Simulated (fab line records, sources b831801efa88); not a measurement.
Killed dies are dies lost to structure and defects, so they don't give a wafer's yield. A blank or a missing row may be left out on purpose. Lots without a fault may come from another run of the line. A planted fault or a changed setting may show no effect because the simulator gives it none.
fab line records | flow gf180mcu
record lots=24 wafers=72 last_day=34
route steps=602 shown V2@404 V3@431 V4@490 MIM@504 V5@544
lots that met no fault: from a run of the same line without faults
start_h: hours from the record's first day to the start of the lot's first wafer shown | wait_h: hours since the lot's step before | " the same as in the row above | L1.1+2: a row that stands for several wafers | - no value, or no start given | * or withheld: withheld | < > ~ a bound
route shown NAME@n: a module of which the file shows steps, and the number in the route of the first | usual: mean/standard deviation of fault-free wafers | same: alike in all rows | chamber/n: place in a boat | sites: the reading at each site | _std_site: their standard deviation | _edge_site: outer sites' mean less inner sites' | radius_mm: how far each site lies from the wafer's centre | mask NAME#n: copy n | behind: the tool/chamber that last shaped the wafer | hold: why the lot was held/for how many hours/how that ended | device: the transistor (n, p or np) that didn't switch | end of line: the same wafers' tests at the end of the route | a step without rows: its recipe alone | killed: dies lost to structure and defects at the first sort, not the wafer's yield | map: a wafer's dies, x killed, . not, _ none there
set.NAME: the setting as run; set.NAME@STEP: as run at that earlier step | model.NAME: the simulator's own value behind a step, which no gauge read
steps of the route over a sample of lots; a table a step, a row a wafer
services: from which hour (start_h, from the record's first day; less than 0 if before it) a tool's chamber was out of use, for how many hours, and why
## steps
# step GF_V2_SPUTTER_22
# recipe material=TiN target_thk_nm=10 chamber_pressure_pa=5 power_w=4000 time_s=40
# usual throttle_valve_pct=30.6/0.84
# columns lot.wafer tool chamber start_h wait_h throttle_valve_pct
L075.4 pvd_sputter-04 - 469.87 0.0 30.6
L075.5 " - " " 30.9
L075.6 " - " " 30.4
L074.2 pvd_sputter-04 - 473.12 0.0 30.4
L074.3 " - " " 30.6
L074.5 " - " " 28.8
L076.1 pvd_sputter-03 - 482.13 0.0 31.3
L076.2 " - " " 30.0
L076.6 " - " " 31.4
L077.1 pvd_sputter-01 - 497.93 0.0 30.2
L077.2 " - " " 30.4
L077.4 " - " " 29.1
L078.1 pvd_sputter-03 - 504.00 0.0 31.4
L078.5 " - " " 29.8
L078.6 " - " " 31.3
L079.2 pvd_sputter-03 - 505.93 0.0 31.7
L079.3 " - " " 29.9
L079.5 " - " " 31.4
L080.3 pvd_sputter-04 - 516.57 0.0 30.7
L080.4 " - " " 30.4
L080.6 " - " " 30.5
L081.1 pvd_sputter-04 - 526.84 0.0 28.9
L081.4 " - " " 30.7
L081.6 " - " " 29.0
L082.2 pvd_sputter-04 - 533.75 0.0 30.8
L082.3 " - " " 30.6
L082.5 " - " " 30.5
L083.3 pvd_sputter-03 - 542.11 0.0 31.3
L083.5 " - " " 31.5
L083.6 " - " " 31.5
L084.2 pvd_sputter-03 - 550.48 0.0 29.9
L084.4 " - " " 31.7
L084.5 " - " " 30.2
L085.3 pvd_sputter-03 - 557.40 0.0 31.2
L085.5 " - " " 30.0
L085.6 " - " " 31.4
L086.2 pvd_sputter-03 - 563.67 0.0 31.4
L086.5 " - " " 31.5
L086.6 " - " " 31.1
L087.2 pvd_sputter-04 - 569.53 0.0 30.7
L087.4 " - " " 30.3
L087.6 " - " " 30.3
L088.2 pvd_sputter-03 - 586.52 0.0 31.2
L088.3 " - " " 31.4
L088.6 " - " " 31.6
L089.1 pvd_sputter-01 - 591.78 0.0 28.9
L089.2 " - " " 29.6
L089.5 " - " " 29.0
L090.1 pvd_sputter-03 - 600.08 0.0 31.6
L090.2 " - " " 30.3
L090.3 " - " " 31.5
L091.2 pvd_sputter-03 - 602.48 0.0 31.3
L091.3 " - " " 29.8
L091.6 " - " " 31.6
L092.1 pvd_sputter-01 - 611.66 0.0 28.8
L092.2 " - " " 29.5
L092.5 " - " " 29.5
L093.1 pvd_sputter-03 - 622.34 0.0 31.5
L093.2 " - " " 31.5
L093.6 " - " " 31.5
L094.2 pvd_sputter-01 - 624.88 0.0 30.4
L094.3 " - " " 29.6
L094.5 " - " " 30.3
L095.1 pvd_sputter-04 - 635.57 0.0 30.2
L095.3 " - " " 28.7
L095.4 " - " " 30.6
L096.3 pvd_sputter-03 - 641.63 0.0 29.9
L096.4 " - " " 31.8
L096.6 " - " " 31.1
L097.4 pvd_sputter-03 - 647.32 0.0 31.5
L097.5 " - " " 31.5
L097.6 " - " " 31.5
# step GF_V3_CVD_02
# recipe material=SiO2 target_thk_nm=850 precursor=TEOS temp_c=400 time_s=96.61 rf_w=600
# usual heater_power_w=654/89
# columns lot.wafer tool chamber start_h wait_h heater_power_w
L075.4 pecvd-03 2 495.29 0.1 631
L075.5 " 1 " " 799
L075.6 " 0 " " 749
L074.2 pecvd-01 2 498.57 0.0 597
L074.3 " 1 " " 747
L074.5 " 0 " " 627
L076.1 pecvd-02 1 507.58 0.1 577
L076.2 " 0 " " 588
L076.6 " 2 " " 509
L077.1 pecvd-01 2 522.50 0.1 644
L077.2 " 0 " " 588
L077.4 " 2 " " 688
L078.1 pecvd-03 1 529.10 0.1 781
L078.5 " 1 " " 794
L078.6 " 2 " " 656
L079.2 pecvd-02 0 531.27 0.0 576
L079.3 " 1 " " 537
L079.5 " 1 " " 604
L080.3 pecvd-01 2 541.40 0.0 649
L080.4 " 1 " " 753
L080.6 " 2 " " 700
L081.1 pecvd-02 2 551.26 0.1 520
L081.4 " 2 " " 417
L081.6 " 1 " " 614
L082.2 pecvd-03 2 558.14 0.0 673
L082.3 " 0 " " 608
L082.5 " 0 " " 679
L083.3 pecvd-02 1 565.24 0.0 625
L083.5 " 2 " " 538
L083.6 " 0 " " 510
L084.2 pecvd-02 0 574.05 0.0 561
L084.4 " 1 " " 641
L084.5 " 2 " " 542
L085.3 pecvd-01 1 581.11 0.0 740
L085.5 " 2 " " 648
L085.6 " 0 " " 658
L086.2 pecvd-03 2 587.20 0.0 560
L086.5 " 0 " " 746
L086.6 " 1 " " 743
L087.2 pecvd-03 1 592.91 0.0 762
L087.4 " 1 " " 791
L087.6 " 0 " " 713
L088.2 pecvd-03 1 608.95 0.0 668
L088.3 " 0 " " 732
L088.6 " 0 " " 735
L089.1 pecvd-03 1 614.20 0.1 726
L089.2 " 2 " " 625
L089.5 " 0 " " 753
L090.1 pecvd-01 0 621.90 0.1 661
L090.2 " 1 " " 717
L090.3 " 2 " " 569
L091.2 pecvd-01 1 624.72 0.0 779
L091.3 " 0 " " 592
L091.6 " 2 " " 687
L092.1 pecvd-03 0 634.40 0.1 708
L092.2 " 1 " " 738
L092.5 " 0 " " 739
L093.1 pecvd-02 1 644.90 0.1 650
L093.2 " 2 " " 541
L093.6 " 1 " " 515
L094.2 pecvd-03 1 646.70 0.0 807
L094.3 " 2 " " 607
L094.5 " 1 " " 657
L095.1 pecvd-01 0 656.56 0.1 654
L095.3 " 2 " " 670
L095.4 " 1 " " 770
L096.3 pecvd-01 1 662.70 0.0 835
L096.4 " 1 " " 863
L096.6 " 2 " " 677
L097.4 pecvd-03 1 672.69 0.1 759
L097.5 " 0 " " 706
L097.6 " 2 " " 537
# step GF_V3_STRIP_18
# recipe chemistry=O2/N2 power_w=1400 pressure_mtorr=1500 platen_temp_c=250 o2_flow_sccm=3000 n2_flow_sccm=300 overash_fraction=0.5
# usual drypump_motor_current_A=5.7/0.38 heater_power_w=350/30 oes_product_au=0.593/0.0047
# columns lot.wafer tool chamber start_h wait_h drypump_motor_current_A heater_power_w oes_product_au rf_hours_counter_h
L075.4 plasma_asher-04 0 519.11 - 5.9 344 0.591 -
L075.5 " 0 " " 6.0 332 0.605 -
L075.6 " 1 " " 6.1 335 0.598 -
L074.2 plasma_asher-04 0 521.87 - 5.9 338 0.599 87
L074.3 " 0 " " 5.9 334 0.587 -
L074.5 " 1 " " 6.1 337 0.604 -
L076.1 plasma_asher-04 0 530.85 - 5.9 342 0.596 89
L076.2 " 1 " " 6.1 326 0.591 89
L076.6 " 0 " " 5.9 333 0.594 -
L077.1 plasma_asher-04 0 545.97 - 5.9 340 0.596 90
L077.2 " 1 " " 6.0 329 0.588 90
L077.4 " 0 " " 5.9 339 0.600 -
L078.1 plasma_asher-03 1 552.27 - 5.9 359 0.595 47
L078.5 " 0 " " 5.1 400 0.591 -
L078.6 " 1 " " 5.9 355 0.589 -
L079.2 plasma_asher-03 1 554.90 - 5.9 364 0.598 47
L079.3 " 1 " " 6.0 358 0.601 -
L079.5 " 1 " " 5.9 370 0.591 -
L080.3 plasma_asher-01 1 564.99 - 5.4 315 0.593 -
L080.4 " 0 " " 5.3 358 0.585 -
L080.6 " 1 " " 5.4 314 0.586 -
L081.1 plasma_asher-01 0 573.77 - 5.4 363 0.589 77
L081.4 " 0 " " 5.3 361 0.595 -
L081.6 " 1 " " 5.4 310 0.595 -
L082.2 plasma_asher-01 1 581.17 - 5.4 309 0.597 78
L082.3 " 1 " " 5.4 313 0.591 -
L082.5 " 0 " " 5.4 356 0.590 -
L083.3 plasma_asher-04 1 587.06 - 6.1 327 0.597 -
L083.5 " 1 " " 6.1 338 0.596 -
L083.6 " 0 " " 5.9 332 0.604 -
L084.2 plasma_asher-03 1 596.17 - 5.9 361 0.591 49
L084.4 " 1 " " 5.9 361 0.593 -
L084.5 " 0 " " 5.1 408 0.586 -
L085.3 plasma_asher-01 0 602.81 - 5.3 361 0.595 -
L085.5 " 1 " " 5.4 305 0.594 -
L085.6 " 0 " " 5.3 356 0.587 -
L086.2 plasma_asher-04 0 608.39 - 6.0 338 0.593 98
L086.5 " 1 " " 6.1 320 0.587 -
L086.6 " 0 " " 6.0 340 0.594 -
L087.2 plasma_asher-03 1 614.62 - 5.9 356 0.587 50
L087.4 " 1 " " 5.9 362 0.590 -
L087.6 " 1 " " 6.0 355 0.592 -
L088.2 plasma_asher-03 1 629.77 - 5.9 365 0.594 52
L088.3 " 1 " " 6.0 360 0.588 -
L088.6 " 1 " " 5.9 362 0.595 -
L089.1 plasma_asher-03 0 634.62 - 5.1 406 0.594 52
L089.2 " 1 " " 5.9 353 0.593 52
L089.5 " 0 " " 5.1 404 0.600 -
L090.1 plasma_asher-04 1 643.37 - 6.1 333 0.596 102
L090.2 " 0 " " 5.9 337 0.596 102
L090.3 " 0 " " 5.9 344 0.597 -
L091.2 plasma_asher-04 1 645.69 - 6.1 332 0.593 102
L091.3 " 0 " " 6.0 327 0.593 -
L091.6 " 0 " " 5.9 339 0.590 -
L092.1 plasma_asher-04 1 655.05 - 6.1 340 0.589 103
L092.2 " 0 " " 5.9 331 0.596 103
L092.5 " 0 " " 5.9 339 0.602 -
L093.1 plasma_asher-03 1 669.83 - 5.9 352 0.597 56
L093.2 " 0 " " 5.1 398 0.591 56
L093.6 " 1 " " 6.0 361 0.594 -
L094.2 plasma_asher-03 1 671.25 - 6.0 364 0.601 56
L094.3 " 0 " " 5.1 401 0.589 -
L094.5 " 0 " " 5.1 410 0.595 -
L095.1 plasma_asher-04 1 674.90 - 6.1 332 0.605 105
L095.3 " 0 " " 5.9 341 0.592 -
L095.4 " 1 " " 6.1 340 0.589 -
L096.3 plasma_asher-01 1 680.75 - 5.3 303 0.596 -
L096.4 " 0 " " 5.3 365 0.589 -
L096.6 " 1 " " 5.4 305 0.592 -
L097.4 plasma_asher-01 0 691.55 - 5.3 372 0.589 -
L097.5 " 1 " " 5.4 313 0.593 -
L097.6 " 0 " " 5.4 358 0.600 -
# step GF_V4_CD_MEAS_14
# recipe target_cd_nm=260
# usual cd_nm=260.1/1.3
# columns lot.wafer tool chamber start_h wait_h cd_nm
L075.4 cd_sem-02 - 566.73 0.1 259.1
L075.5 " - " " 259.9
L075.6 " - " " 259.2
L074.2 cd_sem-02 - 569.52 0.1 261.0
L074.3 " - " " 261.0
L074.5 " - " " 261.7
L076.1 cd_sem-02 - 577.67 0.1 262.3
L076.2 " - " " 262.9
L076.6 " - " " 262.0
L077.1 cd_sem-01 - 592.82 0.1 259.5
L077.2 " - " " 258.6
L077.4 " - " " 258.4
L078.1 cd_sem-01 - 598.55 0.1 260.8
L078.5 " - " " 260.5
L078.6 " - " " 260.4
L079.2 cd_sem-02 - 600.91 0.1 258.9
L079.3 " - " " 259.5
L079.5 " - " " 259.1
L080.3 cd_sem-01 - 610.38 0.1 260.0
L080.4 " - " " 261.8
L080.6 " - " " 262.0
L081.1 cd_sem-01 - 619.32 0.2 259.2
L081.4 " - " " 261.0
L081.6 " - " " 259.2
L082.2 cd_sem-01 - 625.94 0.1 259.1
L082.3 " - " " 260.7
L082.5 " - " " 261.0
L083.3 cd_sem-01 - 630.66 0.1 262.1
L083.5 " - " " 262.7
L083.6 " - " " 261.2
L084.2 cd_sem-01 - 639.91 0.1 261.9
L084.4 " - " " 260.3
L084.5 " - " " 260.8
L085.3 cd_sem-01 - 645.98 0.1 258.3
L085.5 " - " " 260.2
L085.6 " - " " 260.2
L086.2 cd_sem-01 - 650.41 0.3 259.9
L086.5 " - " " 261.0
L086.6 " - " " 260.8
L087.2 cd_sem-01 - 657.51 0.2 259.7
L087.4 " - " " 259.4
L087.6 " - " " 260.0
L088.2 cd_sem-01 - 672.90 2.0 260.2
L088.3 " - " " 259.8
L088.6 " - " " 258.3
L089.1 cd_sem-01 - 674.45 0.1 258.8
L089.2 " - " " 260.5
L089.5 " - " " 260.5
L090.1 cd_sem-01 - 688.17 0.1 259.9
L090.2 " - " " 259.7
L090.3 " - " " 259.7
L091.2 cd_sem-01 - 690.14 0.1 258.8
L091.3 " - " " 258.4
L091.6 " - " " 258.4
L092.1 cd_sem-01 - 694.85 0.1 260.4
L092.2 " - " " 261.7
L092.5 " - " " 261.1
L093.1 cd_sem-02 - 707.44 0.1 258.6
L093.2 " - " " 260.4
L093.6 " - " " 259.8
L094.2 cd_sem-02 - 709.99 0.1 259.2
L094.3 " - " " 259.3
L094.5 " - " " 259.4
L095.1 cd_sem-02 - 714.17 0.1 258.2
L095.3 " - " " 259.3
L095.4 " - " " 258.1
L096.3 cd_sem-01 - 719.93 0.1 259.6
L096.4 " - " " 258.1
L096.6 " - " " 259.5
L097.4 cd_sem-01 - 730.25 0.1 262.6
L097.5 " - " " 262.4
L097.6 " - " " 261.2
# step GF_MIM_SPUTTER_01
# recipe material=TiN target_thk_nm=30 power_w=6500 time_s=25 chamber_pressure_pa=0.4
# usual throttle_valve_pct=30.2/0.77
# columns lot.wafer tool chamber start_h wait_h throttle_valve_pct
L075.4 pvd_sputter-02 - 568.29 0.0 29.5
L075.5 " - " " 30.7
L075.6 " - " " 30.0
L074.2 pvd_sputter-02 - 571.12 0.1 30.3
L074.3 " - " " 30.4
L074.5 " - " " 30.5
L076.1 pvd_sputter-02 - 579.28 0.1 29.4
L076.2 " - " " 30.2
L076.6 " - " " 30.1
L077.1 pvd_sputter-01 - 594.43 0.1 30.4
L077.2 " - " " 29.6
L077.4 " - " " 30.2
L078.1 pvd_sputter-02 - 600.24 0.1 30.5
L078.5 " - " " 29.3
L078.6 " - " " 30.7
L079.2 pvd_sputter-01 - 602.68 0.1 30.2
L079.3 " - " " 30.2
L079.5 " - " " 30.4
L080.3 pvd_sputter-03 - 611.98 0.1 31.5
L080.4 " - " " 30.1
L080.6 " - " " 31.2
L081.1 pvd_sputter-01 - 620.94 0.1 28.6
L081.4 " - " " 29.9
L081.6 " - " " 29.4
L082.2 pvd_sputter-01 - 627.56 0.1 29.6
L082.3 " - " " 30.3
L082.5 " - " " 29.8
L083.3 pvd_sputter-03 - 632.24 0.1 31.3
L083.5 " - " " 30.1
L083.6 " - " " 31.1
L084.2 pvd_sputter-01 - 641.55 0.1 28.6
L084.4 " - " " 30.4
L084.5 " - " " 29.5
L085.3 pvd_sputter-01 - 647.58 0.1 29.7
L085.5 " - " " 29.9
L085.6 " - " " 30.5
L086.2 pvd_sputter-03 - 652.00 0.1 31.4
L086.5 " - " " 31.5
L086.6 " - " " 31.2
L087.2 pvd_sputter-03 - 659.10 0.1 29.9
L087.4 " - " " 31.7
L087.6 " - " " 29.8
L088.2 pvd_sputter-02 - 674.50 0.1 29.6
L088.3 " - " " 30.5
L088.6 " - " " 29.2
L089.1 pvd_sputter-03 - 676.23 0.1 31.5
L089.2 " - " " 31.7
L089.5 " - " " 31.2
L090.1 pvd_sputter-02 - 689.81 0.1 29.4
L090.2 " - " " 30.2
L090.3 " - " " 30.6
L091.2 pvd_sputter-02 - 691.73 0.1 29.7
L091.3 " - " " 30.4
L091.6 " - " " 30.7
L092.1 pvd_sputter-02 - 696.74 0.1 30.8
L092.2 " - " " 30.0
L092.5 " - " " 29.3
L093.1 pvd_sputter-01 - 709.39 0.1 29.7
L093.2 " - " " 30.3
L093.6 " - " " 30.3
L094.2 pvd_sputter-02 - 711.58 0.1 29.3
L094.3 " - " " 30.4
L094.5 " - " " 29.9
L095.1 pvd_sputter-03 - 715.78 0.1 31.4
L095.3 " - " " 29.8
L095.4 " - " " 31.5
L096.3 pvd_sputter-02 - 721.50 0.1 29.4
L096.4 " - " " 30.3
L096.6 " - " " 29.9
L097.4 pvd_sputter-01 - 731.80 0.1 30.0
L097.5 " - " " 28.9
L097.6 " - " " 29.6
# step GF_V5_CMP_04
# recipe material=SiO2 down_force_psi=4 platen_rpm=60 pad_velocity_m_s=0.94248
# usual motor_current_A=12.2/1.3
# columns lot.wafer tool chamber start_h wait_h motor_current_A
L075.4 cmp-01 1 612.49 0.0 9.5
L075.5 " 1 " " 10.4
L075.6 " 2 " " 13.5
L074.3 cmp-02 0 615.58 0.0 12.7
L074.2 " 2 " " 11.6
L074.5 " 1 " " 12.8
L076.1 cmp-02 1 623.01 0.1 12.5
L076.2 " 3 " " 11.1
L076.6 " 1 " " 13.0
L077.4 cmp-01 0 636.87 0.0 12.7
L077.1 " 1 " " 9.5
L077.2 " 2 " " 14.3
L078.1 cmp-02 1 642.41 0.1 12.9
L078.5 " 3 " " 10.8
L078.6 " 0 " " 12.7
L079.2 cmp-01 3 645.25 0.0 11.8
L079.3 " 2 " " 13.4
L079.5 " 0 " " 13.2
L080.4 cmp-01 3 654.02 0.0 12.9
L080.3 " 0 " " 13.4
L080.6 " 3 " " 13.0
L081.1 cmp-02 3 661.71 0.1 10.6
L081.4 " 0 " " 12.3
L081.6 " 2 " " 11.4
L082.2 cmp-01 2 673.38 0.3 13.2
L082.3 " 3 " " 13.7
L082.5 " 3 " " 12.7
L083.3 cmp-02 0 674.34 0.1 12.9
L083.5 " 0 " " 13.0
L083.6 " 1 " " 13.3
L084.2 cmp-01 2 678.51 0.1 13.6
L084.4 " 3 " " 13.0
L084.5 " 1 " " 9.5
L085.3 cmp-02 0 685.28 0.1 13.0
L085.6 " 2 " " 11.3
L085.5 " 3 " " 11.2
L086.2 cmp-02 1 690.58 0.1 13.1
L086.5 " 0 " " 12.4
L086.6 " 1 " " 12.6
L087.4 cmp-02 0 696.97 0.1 13.1
L087.2 " 1 " " 12.9
L087.6 " 3 " " 10.5
L088.2 cmp-01 3 713.69 0.0 13.5
L088.3 " 1 " " 9.9
L088.6 " 0 " " 12.1
L089.2 cmp-02 1 715.12 0.0 12.4
L089.1 " 3 " " 10.6
L089.5 " 1 " " 11.9
L090.2 cmp-01 3 726.42 0.0 13.4
L090.1 " 0 " " 13.3
L090.3 " 2 " " 14.2
L091.2 cmp-01 1 729.36 0.0 9.7
L091.3 " 2 " " 13.3
L091.6 " 1 " " 10.1
L092.1 cmp-02 1 734.07 0.1 13.2
L092.2 " 3 " " 10.6
L092.5 " 1 " " 12.3
L093.2 cmp-01 1 745.07 0.0 9.2
L093.1 " 3 " " 13.1
L093.6 " 1 " " 10.2
L094.3 cmp-01 0 747.78 0.6 13.5
L094.2 " 3 " " 13.4
L094.5 " 0 " " 12.6
L095.4 cmp-01 0 752.32 0.2 13.1
L095.3 " 2 " " 14.0
L095.1 " 3 " " 13.2
L096.4 cmp-01 0 756.97 0.1 12.8
L096.3 " 1 " " 9.4
L096.6 " 0 " " 12.7
L097.4 cmp-01 1 767.21 0.0 10.0
L097.5 " 1 " " 10.0
L097.6 " 2 " " 13.4
## services
# columns tool chamber start_h hours kind
pecvd-03 2 460.36 7.9 repair
cmp-01 - 465.45 4.3 pm
pvd_sputter-02 - 475.18 1.4 repair
cmp-02 - 487.46 3.1 repair
cmp-02 - 491.23 5.2 pm
pecvd-01 - 511.07 6.0 pm
pvd_sputter-01 - 518.89 4.1 repair
cmp-02 - 522.20 1.8 repair
pecvd-03 0 541.35 6.3 repair
cmp-01 - 553.76 2.0 repair
plasma_asher-03 - 564.79 24.4 repair
cmp-01 - 572.00 4.0 pm
pecvd-01 - 591.12 14.0 pm
pvd_sputter-01 - 593.20 0.5 repair
plasma_asher-03 - 603.25 4.9 repair
pecvd-03 - 616.11 0.6 repair
cmp-02 - 632.54 1.5 repair
pecvd-01 0 676.62 8.5 repair
cmp-02 - 724.74 1.2 repair
plasma_asher-04 - 733.75 9.0 pm
pecvd-01 2 743.50 4.2 repair
cmp-02 - 744.00 4.0 pm
pvd_sputter-01 - 744.17 4.9 repair
pvd_sputter-03 - 767.41 0.5 repair
## key
fault none
